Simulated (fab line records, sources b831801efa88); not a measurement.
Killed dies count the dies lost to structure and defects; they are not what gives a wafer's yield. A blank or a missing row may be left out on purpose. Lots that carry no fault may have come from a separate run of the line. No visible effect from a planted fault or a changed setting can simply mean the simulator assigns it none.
Comparing a struck lot with a sound one	flow gf180mcu	15 out of 602 route steps
Sound: these wafers, L162.3, L162.4, L162.5. Wafers L175.2, L175.5, L175.6 were the ones struck. Last of all comes the cause.
For every step that has rows: the tool of each side, followed by ch and its chambers, followed by its first start. Under that, the readings that differ: sound wafers	struck wafers	difference of the means	sigmas: that difference in standard deviations of wafers without a fault.
alike: readings with means less than 2 such deviations apart, plus words and numbers identical on both sides. not compared: withheld readings, readings lacking a value on some wafer, bounds such as >300 that could conceal the same value, and numbers that have no deviation in the record and whose values overlap.
Wherever a step has rows on one side only, a row that says differs or no value, or a row with sigmas, the two part there. Numbers that have no deviation but don't overlap get no sigmas and don't part them. A reading that every wafer of one side lacks parts them only if that side has two wafers or more.

first, 6 steps without rows for these wafers: GF_HV_LDD_HMDS_40 (prime time 60 s); GF_HV_LDD_COAT_41 (resist thk 1000 nm); GF_HV_LDD_SOFTBAKE_42 (time 60 s); GF_HV_LDD_EXPOSE_43 (exposes mask Pplus HV AREA, target cd 400 nm); GF_HV_LDD_PEB_44; GF_HV_LDD_DEVELOP_45 (develop time 60 s).
GF_HV_LDD_CD_MEAS_46 targets a cd of 400 nm.
  sound on cdSem-02 at day 12 03:25; struck on cdSem-01 at day 16 23:53
  alike: cdNm
GF_HV_LDD_OVL_MEAS_47:
  sound on overlay-02 at day 12 03:30; struck on overlay-01 at day 17 00:00
  alike: HV_LDD_03_OVL
then, 1 step without rows for these wafers: GF_HV_LDD_IMPLANT_48.
GF_HV_LDD_STRIP_49: strips in O2/N2.
  sound on plasmaAsher-02 ch 0,1, day 12 03:43; struck on plasmaAsher-01 ch 0,1, day 17 00:11
  alike: drypumpMotorCurrentA, heaterPowerW, n2FlowSccm, o2FlowSccm, oesProductAu, stripTimeToEndpointS
  not compared: rfHoursCounterH
GF_HV_LDD_TW_MEAS_50:
  sound on filmMetro-03 at day 12 03:47; struck on filmMetro-01 at day 17 00:17
  alike: HV_LDD_4_TW
then, 1 step without rows for these wafers: GF_HV_LDD_CLEAN_51 (cleans in SC1/SC2, time 150 s).
GF_HV_LDD_RTA_52: time 10 s.
  sound on rtpAnneal-02 ch 0, day 12 03:55; struck on rtpAnneal-02, day 17 00:24
  no value came back on the struck wafers for annealTempCMax, chamberO2Ppm, lampPowerPct (%), wafer_temp_C_max; on the sound wafers annealTempCMax reads 1004.3 1004.1 1004.0
GF_HV_LDD_RS_MEAS_53: measures by four-point-probe.
  sound on filmMetro-04 at day 12 03:59; struck on filmMetro-03 at day 17 00:29
reading	sound	struck	difference	sigmas
HV_LDD_RS (ohm/sq)	420.0 419.7 418.7	- - -	no value on the struck wafers	
then, 1 step without rows for these wafers: GF_HV_LDD_CVD_54 (deposits SiO2 from TEOS, target thk 10 nm, time 75 s).

WHERE THEY PART
Earliest at GF_HV_LDD_RTA_52; latest, in this record, at GF_HV_LDD_RS_MEAS_53.

WHY: whatever the simulator had introduced
At GF_HV_LDD_RTA_52, the step was skipped entirely on rtpAnneal-02 from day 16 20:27 on. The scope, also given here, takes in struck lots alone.
